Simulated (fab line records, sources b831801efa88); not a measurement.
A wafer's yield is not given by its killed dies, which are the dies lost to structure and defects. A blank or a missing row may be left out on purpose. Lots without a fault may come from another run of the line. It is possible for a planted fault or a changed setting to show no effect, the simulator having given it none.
A struck lot beside a sound one	flow sky130	14 steps out of a route of 708
Sound: wafers L910.4, L910.5, L910.6. The struck wafers were L918.2, L918.5, L918.6. Last of all comes the cause.
Per side, at each step with rows, come the tool, then ch with its chambers, and then its first start. Under that, the readings that differ: sound wafers	struck wafers	difference of the means	sigmas: that difference in standard deviations of wafers without a fault.
alike: readings with means less than 2 such deviations apart, plus words and numbers identical on both sides. not compared: withheld readings, readings lacking a value on some wafer, bounds such as >300 that could conceal the same value, and numbers that have no deviation in the record and whose values overlap.
Wherever a step has rows on one side only, a row that says differs or no value, or a row with sigmas, the two part there. Non-overlapping numbers with no deviation appear without sigmas and do not part them. A reading missing from all wafers of one side parts the sides only when that side holds two or more wafers.

first, 2 steps without rows for these wafers: SKY_POLY_GATE_CLEAN_19 (cleans in SC1/SC2, time 150 s); SKY_POLY_GATE_OXIDATION_20 (stabilise 600 s, purge 300 s, target thk 4 nm).
SKY_POLY_GATE_THK_MEAS_21:
  sound on film_metro-02, day 17 18:55; struck on film_metro-04, day 20 19:39
  alike: POLY_GATE_OXIDATION_THK
SKY_POLY_GATE_CD_MEAS_22:
  sound on cd_sem-02, day 17 19:02; struck on cd_sem-01, day 20 19:43
  alike: cd_nm
then, 7 steps without rows for these wafers: SKY_LDD_N_DEHYDRATE_00 (time 60 s); SKY_LDD_N_HMDS_01 (prime time 60 s); SKY_LDD_N_COAT_02 (resist thk 300 nm); SKY_LDD_N_SOFTBAKE_03 (time 60 s); SKY_LDD_N_EXPOSE_04 (exposes mask NTM, target cd 840 nm); SKY_LDD_N_PEB_05; SKY_LDD_N_DEVELOP_06 (develop time 60 s).
SKY_LDD_N_OVL_MEAS_07:
  sound on overlay-02, day 19 00:49; struck on overlay-01, day 22 03:12
  alike: LDD_N_OVL
SKY_LDD_N_IMPLANT_08:
  sound on implanter-01 ch 0, day 19 00:54; struck on implanter-02 ch 0, day 22 03:16
reading	sound	struck	difference	sigmas
beam_energy_keV	20.013 19.995 20.010	18.210 18.210 18.214	-1.795	-99 or more
model.implant.rp_nm (nm)	15.63 15.63 15.63	14.62 14.62 14.62	-1.01	
model.implant.drp_nm (nm)	7.212 7.212 7.212	6.761 6.761 6.761	-0.451	
after that, 1 step had no rows for these wafers: SKY_LDD_N_IMPLANT_09.

WHERE THEY PART
Only at SKY_LDD_N_IMPLANT_08, as far as this record shows.

WHY: what the simulator had put in
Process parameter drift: implanter-02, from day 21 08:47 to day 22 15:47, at SKY_LDD_N_IMPLANT_08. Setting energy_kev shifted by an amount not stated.
